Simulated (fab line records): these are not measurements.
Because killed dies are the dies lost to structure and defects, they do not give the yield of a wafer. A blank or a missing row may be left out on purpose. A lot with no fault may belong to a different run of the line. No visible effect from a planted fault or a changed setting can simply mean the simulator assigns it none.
Chamber matching / flow sky130 / 4 sister chambers for SKY_LI_CONTACT_CMP_02 on cmp-02
The step polishes PSG. 4 wafers are shown with their chamber, then 12 later ones without.

== EACH WAFER AND ITS CHAMBER ==
wafer=L090.6; chamber=3; motor-current-A (A)=10.0
wafer=L091.1; chamber=1; motor-current-A (A)=12.6
wafer=L091.2; chamber=0; motor-current-A (A)=11.8
wafer=L091.5; chamber=2; motor-current-A (A)=12.3

== WAFERS WITH NO CHAMBER GIVEN ==
wafer=L093.1; motor-current-A (A)=12.5
wafer=L093.3; motor-current-A (A)=9.8
wafer=L093.4; motor-current-A (A)=11.6
wafer=L094.1; motor-current-A (A)=12.5
wafer=L094.5; motor-current-A (A)=12.1
wafer=L094.6; motor-current-A (A)=11.7
wafer=L095.2; motor-current-A (A)=12.4
wafer=L095.4; motor-current-A (A)=11.6
wafer=L095.6; motor-current-A (A)=12.4
wafer=L097.1; motor-current-A (A)=12.4
wafer=L097.3; motor-current-A (A)=11.0
wafer=L097.6; motor-current-A (A)=12.8

== WHICH CHAMBER EACH WENT THROUGH ==
wafer=L093.1; from the rows above=can't be placed: 1 or 2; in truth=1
wafer=L093.3; from the rows above=3; in truth=3
wafer=L093.4; from the rows above=can't be placed: 0 or 2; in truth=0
wafer=L094.1; from the rows above=can't be placed: 1 or 2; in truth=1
wafer=L094.5; from the rows above=can't be placed: 2 or 0 or 1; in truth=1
wafer=L094.6; from the rows above=can't be placed: 0 or 2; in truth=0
wafer=L095.2; from the rows above=can't be placed: 2 or 1 or 0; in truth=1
wafer=L095.4; from the rows above=can't be placed: 0 or 2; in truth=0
wafer=L095.6; from the rows above=can't be placed: 2 or 1 or 0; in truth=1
wafer=L097.1; from the rows above=can't be placed: 2 or 1 or 0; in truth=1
wafer=L097.3; from the rows above=can't be placed: 0 or 3 or 2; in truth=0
wafer=L097.6; from the rows above=can't be placed: 1 or 2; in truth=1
Correctly placed: 1 of 12. Unplaceable from these rows: 11, with the true chamber sitting among the candidates in 11. Wrongly placed: 0.
How it was worked out, from the rows above alone: a wafer's distance from a chamber is the root of the sum, over the readings, of the square of ((its reading less the chamber's mean) divided by the reading's scatter). If the next closest chamber is less than 2 further off than the closest, the wafer can't be placed; otherwise it belongs to the closest. For every chamber, the mean is computed from those of its wafers that are shown. The scatter: with one shown wafer a chamber, the root of the mean of the squares of how far each hidden wafer lies from its nearest shown one.
